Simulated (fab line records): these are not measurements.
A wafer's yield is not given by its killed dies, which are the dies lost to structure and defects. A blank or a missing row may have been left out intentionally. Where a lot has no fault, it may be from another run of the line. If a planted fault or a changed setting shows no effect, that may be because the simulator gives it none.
fab line records || flow gf180mcu
record {"lots": 7, "wafers": 21, "last-day": 34}
route steps=602 shown V2@388
lots untouched by any fault: they come from a run of this same line in which no faults occurred
start-h: start of the lot's first displayed wafer, in hours after the record's first day || wait-h: how many hours have passed since the lot's step before this one || " same as the row above || L1.1+2: several wafers, shown together as one row || - value missing, or start not given || * or withheld: withheld || < > ~ a bound
route shown NAME@n: names a module that has steps shown in the file, with the first one's number in the route || usual: mean/standard deviation of fault-free wafers || same: alike in all rows || chamber/n: place in a boat || sites: each site's reading || _std_site: their standard deviation || _edge_site: the outer-site mean with the inner-site mean subtracted || radius-mm: how far each site lies from the wafer's centre || mask NAME#n: copy n || behind: the last tool/chamber to shape the wafer || hold: why the lot was held/for how many hours/how that ended || device: whichever transistor did not switch (one of n, p or np) || end of line: at the end of the route, the tests of the same wafers || a step given without rows: its recipe and nothing more || killed: count of dies lost to structure and defects at first sort (not the wafer's yield) || map: shows each die of a wafer: x if killed, . if not, _ if none is there
set.NAME: setting as actually run; set.NAME@STEP: the setting as run at that earlier step || model.NAME: the simulator's own value behind a step, which no gauge read
lots at some steps of the route; a table a step, a row a wafer
services: when a tool's chamber went out of use (start-h, in hours from the record's first day, below 0 if earlier), for how many hours, and the reason
## steps
# step GF_V2_DEHYDRATE_06
# recipe {"temp-c": 200, "time-s": 60}
# step GF_V2_HMDS_07
# recipe {"prime-time-s": 60, "prime-temp-c": 120}
# step GF_V2_COAT_08
# recipe {"resist": "BARC", "temp-c": "withheld", "time-s": "withheld", "spin-rpm": "withheld", "resist-thk-nm": "withheld"}
# step GF_V2_COAT_09
# recipe {"resist": "KrF", "spin-rpm": "withheld", "resist-thk-nm": 1000}
# step GF_V2_SOFTBAKE_10
# recipe {"temp-c": 130, "time-s": 60, "resist": "KrF"}
# step GF_V2_EXPOSE_11
# recipe {"mask-id": "Via2", "target-cd-nm": 260, "na": 0.68, "source-shape": "conventional", "sigma-outer": 0.6, "dose-mj": 38}
# step GF_V2_PEB_12
# recipe {"peb-temp-c": 135.9, "peb-time-s": 90, "resist": "KrF"}
# step GF_V2_DEVELOP_13
# recipe {"develop-time-s": 60, "resist": "KrF", "dev-temp-c": 21}
# step GF_V2_CD_MEAS_14
# recipe {"target-cd-nm": 260}
# usual {"cd-nm": "260.4/1.3"}
{"lot.wafer": "L664.1", "tool": "cd-sem-01", "chamber": "-", "start-h": 520.57, "wait-h": 0.1, "cd-nm": 261.2}
{"lot.wafer": "L664.2", "tool": "cd-sem-01", "chamber": "-", "start-h": 520.57, "wait-h": 0.1, "cd-nm": 260.7}
{"lot.wafer": "L664.5", "tool": "cd-sem-01", "chamber": "-", "start-h": 520.57, "wait-h": 0.1, "cd-nm": 260.7}
{"lot.wafer": "L666.1", "tool": "cd-sem-02", "chamber": "-", "start-h": 540.72, "wait-h": 0.1, "cd-nm": 259.9}
{"lot.wafer": "L666.2", "tool": "cd-sem-02", "chamber": "-", "start-h": 540.72, "wait-h": 0.1, "cd-nm": 260.2}
{"lot.wafer": "L666.5", "tool": "cd-sem-02", "chamber": "-", "start-h": 540.72, "wait-h": 0.1, "cd-nm": 261.3}
{"lot.wafer": "L667.4", "tool": "cd-sem-02", "chamber": "-", "start-h": 547.38, "wait-h": 0.1, "cd-nm": 258.4}
{"lot.wafer": "L667.5", "tool": "cd-sem-02", "chamber": "-", "start-h": 547.38, "wait-h": 0.1, "cd-nm": 258.8}
{"lot.wafer": "L667.6", "tool": "cd-sem-02", "chamber": "-", "start-h": 547.38, "wait-h": 0.1, "cd-nm": 258.2}
{"lot.wafer": "L668.2", "tool": "cd-sem-01", "chamber": "-", "start-h": 551.69, "wait-h": 0.1, "cd-nm": 258.3}
{"lot.wafer": "L668.5", "tool": "cd-sem-01", "chamber": "-", "start-h": 551.69, "wait-h": 0.1, "cd-nm": 257.3}
{"lot.wafer": "L668.6", "tool": "cd-sem-01", "chamber": "-", "start-h": 551.69, "wait-h": 0.1, "cd-nm": 258.0}
{"lot.wafer": "L674.2", "tool": "cd-sem-02", "chamber": "-", "start-h": 597.19, "wait-h": 0.1, "cd-nm": 260.6}
{"lot.wafer": "L674.5", "tool": "cd-sem-02", "chamber": "-", "start-h": 597.19, "wait-h": 0.1, "cd-nm": 260.7}
{"lot.wafer": "L674.6", "tool": "cd-sem-02", "chamber": "-", "start-h": 597.19, "wait-h": 0.1, "cd-nm": 261.0}
{"lot.wafer": "L675.2", "tool": "cd-sem-01", "chamber": "-", "start-h": 606.54, "wait-h": 0.1, "cd-nm": 259.3}
{"lot.wafer": "L675.3", "tool": "cd-sem-01", "chamber": "-", "start-h": 606.54, "wait-h": 0.1, "cd-nm": 260.0}
{"lot.wafer": "L675.6", "tool": "cd-sem-01", "chamber": "-", "start-h": 606.54, "wait-h": 0.1, "cd-nm": 259.8}
{"lot.wafer": "L681.3", "tool": "cd-sem-02", "chamber": "-", "start-h": 648.12, "wait-h": 0.1, "cd-nm": 259.2}
{"lot.wafer": "L681.4", "tool": "cd-sem-02", "chamber": "-", "start-h": 648.12, "wait-h": 0.1, "cd-nm": 259.0}
{"lot.wafer": "L681.6", "tool": "cd-sem-02", "chamber": "-", "start-h": 648.12, "wait-h": 0.1, "cd-nm": 259.0}
# step GF_V2_OVL_MEAS_15
# usual {"V2_OVL": "-3/5.2"}
{"lot.wafer": "L664.1", "tool": "overlay-02", "chamber": "-", "start-h": 520.69, "wait-h": 0.1, "V2_OVL[nm]": -8}
{"lot.wafer": "L664.2", "tool": "overlay-02", "chamber": "-", "start-h": 520.69, "wait-h": 0.1, "V2_OVL[nm]": -7}
{"lot.wafer": "L664.5", "tool": "overlay-02", "chamber": "-", "start-h": 520.69, "wait-h": 0.1, "V2_OVL[nm]": -5}
{"lot.wafer": "L666.1", "tool": "overlay-02", "chamber": "-", "start-h": 540.84, "wait-h": 0.1, "V2_OVL[nm]": 1}
{"lot.wafer": "L666.2", "tool": "overlay-02", "chamber": "-", "start-h": 540.84, "wait-h": 0.1, "V2_OVL[nm]": -4}
{"lot.wafer": "L666.5", "tool": "overlay-02", "chamber": "-", "start-h": 540.84, "wait-h": 0.1, "V2_OVL[nm]": -1}
{"lot.wafer": "L667.4", "tool": "overlay-01", "chamber": "-", "start-h": 547.46, "wait-h": 0.1, "V2_OVL[nm]": -3}
{"lot.wafer": "L667.5", "tool": "overlay-01", "chamber": "-", "start-h": 547.46, "wait-h": 0.1, "V2_OVL[nm]": 3}
{"lot.wafer": "L667.6", "tool": "overlay-01", "chamber": "-", "start-h": 547.46, "wait-h": 0.1, "V2_OVL[nm]": -4}
{"lot.wafer": "L668.2", "tool": "overlay-02", "chamber": "-", "start-h": 551.80, "wait-h": 0.1, "V2_OVL[nm]": 2}
{"lot.wafer": "L668.5", "tool": "overlay-02", "chamber": "-", "start-h": 551.80, "wait-h": 0.1, "V2_OVL[nm]": 0}
{"lot.wafer": "L668.6", "tool": "overlay-02", "chamber": "-", "start-h": 551.80, "wait-h": 0.1, "V2_OVL[nm]": 3}
{"lot.wafer": "L674.2", "tool": "overlay-01", "chamber": "-", "start-h": 597.30, "wait-h": 0.1, "V2_OVL[nm]": -4}
{"lot.wafer": "L674.5", "tool": "overlay-01", "chamber": "-", "start-h": 597.30, "wait-h": 0.1, "V2_OVL[nm]": -7}
{"lot.wafer": "L674.6", "tool": "overlay-01", "chamber": "-", "start-h": 597.30, "wait-h": 0.1, "V2_OVL[nm]": -1}
{"lot.wafer": "L675.2", "tool": "overlay-02", "chamber": "-", "start-h": 606.64, "wait-h": 0.1, "V2_OVL[nm]": -7}
{"lot.wafer": "L675.3", "tool": "overlay-02", "chamber": "-", "start-h": 606.64, "wait-h": 0.1, "V2_OVL[nm]": -6}
{"lot.wafer": "L675.6", "tool": "overlay-02", "chamber": "-", "start-h": 606.64, "wait-h": 0.1, "V2_OVL[nm]": -5}
{"lot.wafer": "L681.3", "tool": "overlay-02", "chamber": "-", "start-h": 648.21, "wait-h": 0.1, "V2_OVL[nm]": -4}
{"lot.wafer": "L681.4", "tool": "overlay-02", "chamber": "-", "start-h": 648.21, "wait-h": 0.1, "V2_OVL[nm]": -8}
{"lot.wafer": "L681.6", "tool": "overlay-02", "chamber": "-", "start-h": 648.21, "wait-h": 0.1, "V2_OVL[nm]": -3}
# step GF_V2_ETCH_16
# recipe {"chemistry": "N2/H2", "target-depth-a": "withheld", "overetch-a": "withheld", "time-s": "withheld", "target": "BARC", "ion-energy-ev": 200, "source-w": 500, "bias-w": 100, "pressure-mtorr": 30, "n2-flow-sccm": 100, "h2-flow-sccm": 200}
# usual {"drypump-motor-current-A": "5.6/0.43", "h2-flow-sccm": "199.9/0.63", "oes-product-au": "0.854/0.005", "throttle-valve-pct": "13.225/0.0087"}
{"lot.wafer": "L664.1", "tool": "rie-diel-03", "chamber": 2, "start-h": 520.73, "wait-h": 0.0, "drypump-motor-current-A": 6.3, "h2-flow-sccm": 200.0, "oes-product-au": 0.864, "throttle-valve-pct": 13.228}
{"lot.wafer": "L664.2", "tool": "rie-diel-03", "chamber": 1, "start-h": 520.73, "wait-h": 0.0, "drypump-motor-current-A": 5.6, "h2-flow-sccm": 199.6, "oes-product-au": 0.855, "throttle-valve-pct": 13.219}
{"lot.wafer": "L664.5", "tool": "rie-diel-03", "chamber": 3, "start-h": 520.73, "wait-h": 0.0, "drypump-motor-current-A": 5.2, "h2-flow-sccm": 199.6, "oes-product-au": 0.859, "throttle-valve-pct": 13.238}
{"lot.wafer": "L666.1", "tool": "rie-diel-04", "chamber": 3, "start-h": 540.88, "wait-h": 0.0, "drypump-motor-current-A": 5.3, "h2-flow-sccm": 199.2, "oes-product-au": 0.858, "throttle-valve-pct": 13.216}
{"lot.wafer": "L666.2", "tool": "rie-diel-04", "chamber": 2, "start-h": 540.88, "wait-h": 0.0, "drypump-motor-current-A": 6.2, "h2-flow-sccm": 199.6, "oes-product-au": 0.863, "throttle-valve-pct": 13.216}
{"lot.wafer": "L666.5", "tool": "rie-diel-04", "chamber": 0, "start-h": 540.88, "wait-h": 0.0, "drypump-motor-current-A": 4.7, "h2-flow-sccm": 199.1, "oes-product-au": 0.853, "throttle-valve-pct": 13.225}
{"lot.wafer": "L667.4", "tool": "rie-diel-03", "chamber": 3, "start-h": 547.48, "wait-h": 0.0, "drypump-motor-current-A": 5.2, "h2-flow-sccm": 200.5, "oes-product-au": 0.862, "throttle-valve-pct": 13.230}
{"lot.wafer": "L667.5", "tool": "rie-diel-03", "chamber": 2, "start-h": 547.48, "wait-h": 0.0, "drypump-motor-current-A": 6.3, "h2-flow-sccm": 199.5, "oes-product-au": 0.843, "throttle-valve-pct": 13.206}
{"lot.wafer": "L667.6", "tool": "rie-diel-03", "chamber": 3, "start-h": 547.48, "wait-h": 0.0, "drypump-motor-current-A": 5.2, "h2-flow-sccm": 200.3, "oes-product-au": 0.853, "throttle-valve-pct": 13.235}
{"lot.wafer": "L668.2", "tool": "rie-diel-01", "chamber": 1, "start-h": 551.83, "wait-h": 0.0, "drypump-motor-current-A": 6.0, "h2-flow-sccm": 199.1, "oes-product-au": 0.851, "throttle-valve-pct": 13.235}
{"lot.wafer": "L668.5", "tool": "rie-diel-01", "chamber": 1, "start-h": 551.83, "wait-h": 0.0, "drypump-motor-current-A": 6.0, "h2-flow-sccm": 199.7, "oes-product-au": 0.851, "throttle-valve-pct": 13.228}
{"lot.wafer": "L668.6", "tool": "rie-diel-01", "chamber": 0, "start-h": 551.83, "wait-h": 0.0, "drypump-motor-current-A": 5.6, "h2-flow-sccm": 199.7, "oes-product-au": 0.846, "throttle-valve-pct": 13.216}
{"lot.wafer": "L674.2", "tool": "rie-diel-03", "chamber": 3, "start-h": 597.33, "wait-h": 0.0, "drypump-motor-current-A": 5.2, "h2-flow-sccm": 197.9, "oes-product-au": 0.856, "throttle-valve-pct": 13.235}
{"lot.wafer": "L674.5", "tool": "rie-diel-03", "chamber": 1, "start-h": 597.33, "wait-h": 0.0, "drypump-motor-current-A": 5.6, "h2-flow-sccm": 200.2, "oes-product-au": 0.860, "throttle-valve-pct": 13.210}
{"lot.wafer": "L674.6", "tool": "rie-diel-03", "chamber": 2, "start-h": 597.33, "wait-h": 0.0, "drypump-motor-current-A": 6.3, "h2-flow-sccm": 199.5, "oes-product-au": 0.855, "throttle-valve-pct": 13.220}
{"lot.wafer": "L675.2", "tool": "rie-diel-01", "chamber": 1, "start-h": 606.67, "wait-h": 0.0, "drypump-motor-current-A": 6.1, "h2-flow-sccm": 199.7, "oes-product-au": 0.848, "throttle-valve-pct": 13.213}
{"lot.wafer": "L675.3", "tool": "rie-diel-01", "chamber": 3, "start-h": 606.67, "wait-h": 0.0, "drypump-motor-current-A": 5.1, "h2-flow-sccm": 200.5, "oes-product-au": 0.853, "throttle-valve-pct": 13.215}
{"lot.wafer": "L675.6", "tool": "rie-diel-01", "chamber": 2, "start-h": 606.67, "wait-h": 0.0, "drypump-motor-current-A": 5.2, "h2-flow-sccm": 199.4, "oes-product-au": 0.858, "throttle-valve-pct": 13.219}
{"lot.wafer": "L681.3", "tool": "rie-diel-01", "chamber": 1, "start-h": 648.23, "wait-h": 0.0, "drypump-motor-current-A": 6.0, "h2-flow-sccm": 199.9, "oes-product-au": 0.848, "throttle-valve-pct": 13.230}
{"lot.wafer": "L681.4", "tool": "rie-diel-01", "chamber": 0, "start-h": 648.23, "wait-h": 0.0, "drypump-motor-current-A": 5.6, "h2-flow-sccm": 200.7, "oes-product-au": 0.858, "throttle-valve-pct": 13.233}
{"lot.wafer": "L681.6", "tool": "rie-diel-01", "chamber": 1, "start-h": 648.23, "wait-h": 0.0, "drypump-motor-current-A": 6.0, "h2-flow-sccm": 198.3, "oes-product-au": 0.851, "throttle-valve-pct": 13.201}
# step GF_V2_ETCH_17
# recipe {"chemistry": "C4F8/O2/Ar", "mask-material": "KrF", "target": "SiO2", "stop-on": "TiN", "source-w": 1500, "bias-w": 1200, "pressure-mtorr": 40, "c4f8-flow-sccm": "withheld", "O2_flow_sccm": 6, "Ar_flow_sccm": 300, "time-s": "withheld", "target-depth-a": 6300}
# usual {"oes-product-au": "0.856/0.0048"}
{"lot.wafer": "L664.1", "tool": "rie-diel-03", "chamber": 2, "start-h": "-", "wait-h": "-", "oes-product-au": 0.854}
{"lot.wafer": "L664.2", "tool": "rie-diel-03", "chamber": 1, "start-h": "-", "wait-h": "-", "oes-product-au": 0.857}
{"lot.wafer": "L664.5", "tool": "rie-diel-03", "chamber": 3, "start-h": "-", "wait-h": "-", "oes-product-au": 0.863}
{"lot.wafer": "L666.1", "tool": "rie-diel-04", "chamber": 3, "start-h": "-", "wait-h": "-", "oes-product-au": 0.855}
{"lot.wafer": "L666.2", "tool": "rie-diel-04", "chamber": 2, "start-h": "-", "wait-h": "-", "oes-product-au": 0.855}
{"lot.wafer": "L666.5", "tool": "rie-diel-04", "chamber": 0, "start-h": "-", "wait-h": "-", "oes-product-au": 0.854}
{"lot.wafer": "L667.4", "tool": "rie-diel-03", "chamber": 3, "start-h": "-", "wait-h": "-", "oes-product-au": 0.847}
{"lot.wafer": "L667.5", "tool": "rie-diel-03", "chamber": 2, "start-h": "-", "wait-h": "-", "oes-product-au": 0.857}
{"lot.wafer": "L667.6", "tool": "rie-diel-03", "chamber": 3, "start-h": "-", "wait-h": "-", "oes-product-au": 0.854}
{"lot.wafer": "L668.2", "tool": "rie-diel-01", "chamber": 1, "start-h": "-", "wait-h": "-", "oes-product-au": 0.852}
{"lot.wafer": "L668.5", "tool": "rie-diel-01", "chamber": 1, "start-h": "-", "wait-h": "-", "oes-product-au": 0.854}
{"lot.wafer": "L668.6", "tool": "rie-diel-01", "chamber": 0, "start-h": "-", "wait-h": "-", "oes-product-au": 0.843}
{"lot.wafer": "L674.2", "tool": "rie-diel-03", "chamber": 3, "start-h": "-", "wait-h": "-", "oes-product-au": 0.849}
{"lot.wafer": "L674.5", "tool": "rie-diel-03", "chamber": 1, "start-h": "-", "wait-h": "-", "oes-product-au": 0.858}
{"lot.wafer": "L674.6", "tool": "rie-diel-03", "chamber": 2, "start-h": "-", "wait-h": "-", "oes-product-au": 0.856}
{"lot.wafer": "L675.2", "tool": "rie-diel-01", "chamber": 1, "start-h": "-", "wait-h": "-", "oes-product-au": 0.853}
{"lot.wafer": "L675.3", "tool": "rie-diel-01", "chamber": 3, "start-h": "-", "wait-h": "-", "oes-product-au": 0.862}
{"lot.wafer": "L675.6", "tool": "rie-diel-01", "chamber": 2, "start-h": "-", "wait-h": "-", "oes-product-au": 0.860}
{"lot.wafer": "L681.3", "tool": "rie-diel-01", "chamber": 1, "start-h": "-", "wait-h": "-", "oes-product-au": 0.859}
{"lot.wafer": "L681.4", "tool": "rie-diel-01", "chamber": 0, "start-h": "-", "wait-h": "-", "oes-product-au": 0.853}
{"lot.wafer": "L681.6", "tool": "rie-diel-01", "chamber": 1, "start-h": "-", "wait-h": "-", "oes-product-au": 0.855}
# step GF_V2_STRIP_18
# recipe {"chemistry": "O2/N2", "power-w": 1400, "pressure-mtorr": 1500, "platen-temp-c": 250, "o2-flow-sccm": 3000, "n2-flow-sccm": 300, "overash-fraction": 0.5}
# usual {"chamber-pressure-mTorr": "1499.8/1.3", "drypump-motor-current-A": "5.9/0.57", "heater-power-w": "326/37", "oes-product-au": "0.592/0.0051"}
{"lot.wafer": "L664.1", "tool": "plasma-asher-01", "chamber": 0, "start-h": 520.85, "wait-h": "-", "chamber-pressure-mTorr": 1499.9, "drypump-motor-current-A": 6.6, "heater-power-w": 256, "oes-product-au": 0.602, "rf-hours-counter-h": 75}
{"lot.wafer": "L664.2", "tool": "plasma-asher-01", "chamber": 1, "start-h": 520.85, "wait-h": "-", "chamber-pressure-mTorr": 1500.5, "drypump-motor-current-A": 5.8, "heater-power-w": 372, "oes-product-au": 0.590, "rf-hours-counter-h": 75}
{"lot.wafer": "L664.5", "tool": "plasma-asher-01", "chamber": 0, "start-h": 520.85, "wait-h": "-", "chamber-pressure-mTorr": 1500.9, "drypump-motor-current-A": 6.6, "heater-power-w": 264, "oes-product-au": 0.593, "rf-hours-counter-h": "-"}
{"lot.wafer": "L666.1", "tool": "plasma-asher-04", "chamber": 0, "start-h": 541.01, "wait-h": "-", "chamber-pressure-mTorr": "-", "drypump-motor-current-A": "-", "heater-power-w": "-", "oes-product-au": "-", "rf-hours-counter-h": "-"}
{"lot.wafer": "L666.2", "tool": "plasma-asher-04", "chamber": 1, "start-h": 541.01, "wait-h": "-", "chamber-pressure-mTorr": "-", "drypump-motor-current-A": "-", "heater-power-w": "-", "oes-product-au": "-", "rf-hours-counter-h": "-"}
{"lot.wafer": "L666.5", "tool": "plasma-asher-04", "chamber": 1, "start-h": 541.01, "wait-h": "-", "chamber-pressure-mTorr": "-", "drypump-motor-current-A": "-", "heater-power-w": "-", "oes-product-au": "-", "rf-hours-counter-h": "-"}
{"lot.wafer": "L667.4", "tool": "plasma-asher-03", "chamber": 0, "start-h": 547.64, "wait-h": "-", "chamber-pressure-mTorr": "-", "drypump-motor-current-A": "-", "heater-power-w": "-", "oes-product-au": "-", "rf-hours-counter-h": "-"}
{"lot.wafer": "L667.5", "tool": "plasma-asher-03", "chamber": 0, "start-h": 547.64, "wait-h": "-", "chamber-pressure-mTorr": "-", "drypump-motor-current-A": "-", "heater-power-w": "-", "oes-product-au": "-", "rf-hours-counter-h": "-"}
{"lot.wafer": "L667.6", "tool": "plasma-asher-03", "chamber": 1, "start-h": 547.64, "wait-h": "-", "chamber-pressure-mTorr": "-", "drypump-motor-current-A": "-", "heater-power-w": "-", "oes-product-au": "-", "rf-hours-counter-h": "-"}
{"lot.wafer": "L668.2", "tool": "plasma-asher-03", "chamber": 0, "start-h": 551.96, "wait-h": "-", "chamber-pressure-mTorr": "-", "drypump-motor-current-A": "-", "heater-power-w": "-", "oes-product-au": "-", "rf-hours-counter-h": "-"}
{"lot.wafer": "L668.5", "tool": "plasma-asher-03", "chamber": 0, "start-h": 551.96, "wait-h": "-", "chamber-pressure-mTorr": "-", "drypump-motor-current-A": "-", "heater-power-w": "-", "oes-product-au": "-", "rf-hours-counter-h": "-"}
{"lot.wafer": "L668.6", "tool": "plasma-asher-03", "chamber": 1, "start-h": 551.96, "wait-h": "-", "chamber-pressure-mTorr": "-", "drypump-motor-current-A": "-", "heater-power-w": "-", "oes-product-au": "-", "rf-hours-counter-h": "-"}
{"lot.wafer": "L674.2", "tool": "plasma-asher-04", "chamber": 1, "start-h": 597.46, "wait-h": "-", "chamber-pressure-mTorr": 1499.5, "drypump-motor-current-A": 5.3, "heater-power-w": 315, "oes-product-au": 0.595, "rf-hours-counter-h": 98}
{"lot.wafer": "L674.5", "tool": "plasma-asher-04", "chamber": 1, "start-h": 597.46, "wait-h": "-", "chamber-pressure-mTorr": 1500.5, "drypump-motor-current-A": 5.3, "heater-power-w": 305, "oes-product-au": 0.592, "rf-hours-counter-h": "-"}
{"lot.wafer": "L674.6", "tool": "plasma-asher-04", "chamber": 0, "start-h": 597.46, "wait-h": "-", "chamber-pressure-mTorr": 1501.3, "drypump-motor-current-A": 6.7, "heater-power-w": 343, "oes-product-au": 0.589, "rf-hours-counter-h": "-"}
{"lot.wafer": "L675.2", "tool": "plasma-asher-03", "chamber": 1, "start-h": 606.80, "wait-h": "-", "chamber-pressure-mTorr": 1500.8, "drypump-motor-current-A": 5.9, "heater-power-w": 341, "oes-product-au": 0.585, "rf-hours-counter-h": 16}
{"lot.wafer": "L675.3", "tool": "plasma-asher-03", "chamber": 1, "start-h": 606.80, "wait-h": "-", "chamber-pressure-mTorr": 1499.6, "drypump-motor-current-A": 5.9, "heater-power-w": 337, "oes-product-au": 0.592, "rf-hours-counter-h": "-"}
{"lot.wafer": "L675.6", "tool": "plasma-asher-03", "chamber": 0, "start-h": 606.80, "wait-h": "-", "chamber-pressure-mTorr": 1498.1, "drypump-motor-current-A": 5.3, "heater-power-w": 345, "oes-product-au": 0.596, "rf-hours-counter-h": "-"}
{"lot.wafer": "L681.3", "tool": "plasma-asher-04", "chamber": 1, "start-h": 648.40, "wait-h": "-", "chamber-pressure-mTorr": 1501.0, "drypump-motor-current-A": 5.3, "heater-power-w": 314, "oes-product-au": 0.586, "rf-hours-counter-h": "-"}
{"lot.wafer": "L681.4", "tool": "plasma-asher-04", "chamber": 0, "start-h": 648.40, "wait-h": "-", "chamber-pressure-mTorr": 1499.1, "drypump-motor-current-A": 6.8, "heater-power-w": 351, "oes-product-au": 0.596, "rf-hours-counter-h": "-"}
{"lot.wafer": "L681.6", "tool": "plasma-asher-04", "chamber": 0, "start-h": 648.40, "wait-h": "-", "chamber-pressure-mTorr": 1501.2, "drypump-motor-current-A": 6.8, "heater-power-w": 330, "oes-product-au": 0.597, "rf-hours-counter-h": "-"}
# step GF_V2_STRIP_19
# recipe {"chemistry": "post-etch-residue-remover", "time-s": 1200, "temp-c": 72.5}
## services
{"tool": "rie-diel-04", "chamber": 2, "start-h": 501.94, "hours": "-", "kind": "clean"}
{"tool": "rie-diel-04", "chamber": 2, "start-h": 501.94, "hours": 20.4, "kind": "scheduled-down"}
{"tool": "rie-diel-04", "chamber": 2, "start-h": 501.94, "hours": 20.4, "kind": "vent-cycle"}
{"tool": "rie-diel-03", "chamber": 1, "start-h": 507.47, "hours": 5.2, "kind": "repair"}
{"tool": "rie-diel-03", "chamber": "-", "start-h": 510.44, "hours": 2.8, "kind": "pm"}
{"tool": "rie-diel-01", "chamber": 2, "start-h": 515.49, "hours": "-", "kind": "clean"}
{"tool": "rie-diel-01", "chamber": 2, "start-h": 515.49, "hours": 13.1, "kind": "scheduled-down"}
{"tool": "rie-diel-01", "chamber": 2, "start-h": 515.49, "hours": 13.1, "kind": "vent-cycle"}
{"tool": "rie-diel-03", "chamber": 2, "start-h": 516.23, "hours": 3.2, "kind": "repair"}
{"tool": "rie-diel-04", "chamber": 1, "start-h": 526.35, "hours": 4.6, "kind": "repair"}
{"tool": "plasma-asher-04", "chamber": "-", "start-h": 528.45, "hours": 4.1, "kind": "repair"}
{"tool": "rie-diel-04", "chamber": 1, "start-h": 540.53, "hours": "-", "kind": "clean"}
{"tool": "rie-diel-04", "chamber": 1, "start-h": 540.53, "hours": 25.0, "kind": "scheduled-down"}
{"tool": "rie-diel-04", "chamber": 1, "start-h": 540.53, "hours": 25.0, "kind": "vent-cycle"}
{"tool": "rie-diel-01", "chamber": "-", "start-h": 566.65, "hours": 0.9, "kind": "repair"}
{"tool": "rie-diel-03", "chamber": 2, "start-h": 571.05, "hours": "-", "kind": "clean"}
{"tool": "rie-diel-03", "chamber": 2, "start-h": 571.05, "hours": 19.0, "kind": "scheduled-down"}
{"tool": "rie-diel-03", "chamber": 2, "start-h": 571.05, "hours": 19.0, "kind": "vent-cycle"}
{"tool": "rie-diel-04", "chamber": 3, "start-h": 575.38, "hours": 23.4, "kind": "repair"}
{"tool": "rie-diel-01", "chamber": 0, "start-h": 576.72, "hours": 11.7, "kind": "repair"}
{"tool": "rie-diel-01", "chamber": 3, "start-h": 598.44, "hours": 3.9, "kind": "repair"}
{"tool": "plasma-asher-04", "chamber": "-", "start-h": 606.53, "hours": 10.3, "kind": "pm"}
{"tool": "rie-diel-03", "chamber": "-", "start-h": 606.87, "hours": 0.4, "kind": "repair"}
{"tool": "plasma-asher-01", "chamber": "-", "start-h": 623.60, "hours": 4.3, "kind": "pm"}
## key
first-sign {"step": "GF_V2_STRIP_18", "reading": "tool-record", "direction": "missing"}
effect none on later readings
met-at GF_V2_STRIP_18
struck-wafers L666.1,L666.2,L666.5,L667.4,L667.5,L667.6,L668.2,L668.5,L668.6
later-rows-left-out L666.1,L666.2,L666.5,L667.4,L667.5,L667.6,L668.2,L668.5,L668.6
sort-left-out L666.1,L666.2,L666.5,L667.4,L667.5,L667.6,L668.2,L668.5,L668.6
fault {"kind": "skipped-step-whole", "tool": "plasma-asher-03,plasma-asher-04", "chamber": "-", "onset-h": 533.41, "steps": "GF_V2_STRIP_18", "scope": "struck-lots-only"}
# sort-left-out: the simulated sort isn't trusted on such a fault, so these wafers' sort isn't shown, and their yield isn't known
# later-rows-left-out: the simulator's readings of these wafers behind a module that went badly wrong aren't trusted and aren't shown, but for the sort
